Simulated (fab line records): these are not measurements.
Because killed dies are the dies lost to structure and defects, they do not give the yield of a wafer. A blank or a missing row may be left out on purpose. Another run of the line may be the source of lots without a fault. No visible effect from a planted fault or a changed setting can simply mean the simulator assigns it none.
What tool caused it? | flow sky130 | 14 lots, 42 wafers sampled, at 4 steps of a route of 708

WHAT THE GAUGES READ, wafer by wafer
SKY_VT_ADJUST_LVTN_TW_MEAS_10. Usual: for VT_ADJUST_LVTN_TW the level is 240.8 and the standard deviation is 1.7.
lot  | measured     | on           | VT_ADJUST_LVTN_TW | flag
L563 | day 7 03:16  | filmMetro-04 | 238.9 238.6 241.5 | 
L566 | day 7 19:01  | filmMetro-02 | 241.4 241.7 241.9 | 
L568 | day 8 16:56  | filmMetro-01 | 243.5 241.7 239.5 | 
L567 | day 8 17:17  | filmMetro-04 | 238.3 237.3 237.5 | 
L570 | day 8 18:19  | filmMetro-02 | 242.1 241.9 242.2 | 
L569 | day 8 19:49  | filmMetro-02 | 242.7 241.2 242.6 | 
L572 | day 9 09:29  | filmMetro-02 | 243.1 243.2 242.7 | 
L574 | day 9 20:49  | filmMetro-01 | 240.2 238.6 239.1 | 
L575 | day 10 07:13 | filmMetro-02 | 243.1 242.3 241.8 | 
L576 | day 10 16:08 | filmMetro-02 | 243.4 242.3 242.0 | 
L577 | day 10 17:09 | filmMetro-02 | 241.3 241.9 241.4 | 
L584 | day 12 13:17 | filmMetro-04 | 238.3 238.8 239.2 | 
L585 | day 12 22:04 | filmMetro-01 | 242.3 242.8 240.7 | 
L586 | day 13 07:49 | filmMetro-02 | 241.7 242.5 242.6 | 

SKY_POLY_GATE_CD_MEAS_13: target cd 150 nm. Usual: cdNm reads 150.1 nm (standard deviation 1.3).
lot  | measured     | on       | cdNm (nm)         | flag
L563 | day 16 15:33 | cdSem-01 | 152.2 150.4 151.0 | 
L566 | day 17 10:12 | cdSem-02 | 149.2 148.9 148.8 | 
L568 | day 18 22:44 | cdSem-01 | 150.1 149.5 150.7 | 
L567 | day 18 22:29 | cdSem-02 | 150.3 150.3 149.7 | 
L570 | day 18 23:05 | cdSem-02 | 150.8 150.1 149.6 | 
L569 | day 18 23:07 | cdSem-01 | 149.3 150.8 151.3 | 
L572 | day 19 22:01 | cdSem-01 | 150.4 148.5 151.5 | 
L574 | day 20 10:45 | cdSem-02 | 149.5 149.7 150.3 | 
L575 | day 20 23:40 | cdSem-01 | 153.5 154.7 152.1 | 
L576 | day 21 10:22 | cdSem-02 | 149.2 147.6 149.5 | 
L577 | day 21 13:09 | cdSem-01 | 150.5 149.7 148.7 | 
L584 | day 23 23:29 | cdSem-01 | 148.8 149.5 149.6 | 
L585 | day 24 05:45 | cdSem-02 | 148.6 149.8 149.6 | 
L586 | day 24 16:23 | cdSem-02 | 151.3 151.4 152.3 | 

SKY_LDD_P_OVL_MEAS_08. Usual: for LDD_P_OVL the level is 0.6 nm and the standard deviation is 1.2.
lot  | measured     | on         | LDD_P_OVL (nm) | flag
L563 | day 19 07:47 | overlay-02 | 0.7 1.6 0.3    | 
L566 | day 20 03:22 | overlay-02 | 0.6 -0.3 -0.4  | 
L568 | day 21 15:37 | overlay-01 | 2.6 2.4 1.5    | 
L567 | day 21 14:50 | overlay-02 | 3.7 3.9 4.0    | 
L570 | day 21 15:17 | overlay-01 | -0.7 -0.4 0.9  | 
L569 | day 21 17:51 | overlay-02 | 0.9 2.4 2.2    | 
L572 | day 22 14:31 | overlay-02 | -0.3 -0.6 1.3  | 
L574 | day 23 03:29 | overlay-01 | -0.2 0.9 1.4   | 
L575 | day 23 15:59 | overlay-02 | -0.1 -0.3 0.2  | 
L576 | day 24 03:02 | overlay-01 | 0.6 0.6 1.4    | 
L577 | day 24 04:44 | overlay-02 | 0.1 0.6 1.5    | 
L584 | day 26 13:14 | overlay-01 | 0.7 0.4 0.9    | 
L585 | day 26 18:12 | overlay-02 | 1.9 3.1 1.3    | 
L586 | day 27 05:50 | overlay-02 | -1.0 -2.0 -1.5 | 

WHAT TOOL EACH LOT RAN ON (gives the tool, then ch and the chambers of the sampled wafers, and finally the start)
lot  | SKY_RES_PROTECT_SOFTBAKE_03
L563 | lithoTrack-01 ch 0, day 14 20:04
L566 | lithoTrack-03 ch 0, day 15 13:33
L568 | lithoTrack-04 ch 0, day 16 23:13
L567 | lithoTrack-01 ch 0, day 16 23:42
L570 | lithoTrack-03 ch 0, day 16 23:24
L569 | lithoTrack-04 ch 0, day 16 23:46
L572 | lithoTrack-04 ch 0, day 17 19:29
L574 | lithoTrack-01 ch 0, day 18 09:46
L575 | lithoTrack-04 ch 0, day 18 23:49
L576 | lithoTrack-04 ch 0, day 19 10:28
L577 | lithoTrack-01 ch 0, day 19 13:30
L584 | lithoTrack-04 ch 0, day 21 22:28
L585 | lithoTrack-01 ch 0, day 22 06:19
L586 | lithoTrack-04 ch 0, day 22 18:07
- SKY_RES_PROTECT_SOFTBAKE_03: time 60 s.

WHAT THE TOOLS THEMSELVES READ (means of the sampled wafers that have a number; where no wafer has one, the mark that the record gives instead)
SKY_RES_PROTECT_SOFTBAKE_03. Usual: resistLineTempC 23.00 C, standard deviation 0.098; runLengthS 89.33 s, standard deviation 0.26.
lot  | tool          | resistLineTempC (C) | runLengthS (s) | flag
L563 | lithoTrack-01 | 22.99               | 88.90          | 
L566 | lithoTrack-03 | 22.97               | 89.42          | 
L568 | lithoTrack-04 | 22.99               | 89.49          | 
L567 | lithoTrack-01 | 23.09               | 88.87          | 
L570 | lithoTrack-03 | 22.98               | 89.25          | 
L569 | lithoTrack-04 | 22.90               | 89.48          | 
L572 | lithoTrack-04 | 22.95               | 89.50          | 
L574 | lithoTrack-01 | 22.99               | 89.01          | 
L575 | lithoTrack-04 | 23.12               | 92.75          | OFF
L576 | lithoTrack-04 | 22.78               | 92.83          | OFF
L577 | lithoTrack-01 | 23.09               | 88.99          | 
L584 | lithoTrack-04 | 23.00               | 89.54          | 
L585 | lithoTrack-01 | 23.00               | 88.90          | 
L586 | lithoTrack-04 | 22.90               | 89.56          | 

THE ANSWER, worked out from the rows above alone
Rule: lot off if the mean of its wafers having a number is beyond 3 standard deviations from the usual mean. A lot without any number at a reading at which 4 lots or more have one is off too. Any other lot the step has rows for is counted as sound. First the gauges in route order, then the tools' own readings, where a lot's mean is used as printed above. The first step at which some lot is off is used, and at that step the reading that is off furthest; a lot without a number counts as furthest.
Off: L575, L576 (SKY_RES_PROTECT_SOFTBAKE_03, runLengthS).
If a tool, at that step or one of the process steps before it, ran each lot that is off and ran no sound lot following the first of them, it fits. Of those tried, none fits.

WHAT THE SIMULATOR HAD PUT IN
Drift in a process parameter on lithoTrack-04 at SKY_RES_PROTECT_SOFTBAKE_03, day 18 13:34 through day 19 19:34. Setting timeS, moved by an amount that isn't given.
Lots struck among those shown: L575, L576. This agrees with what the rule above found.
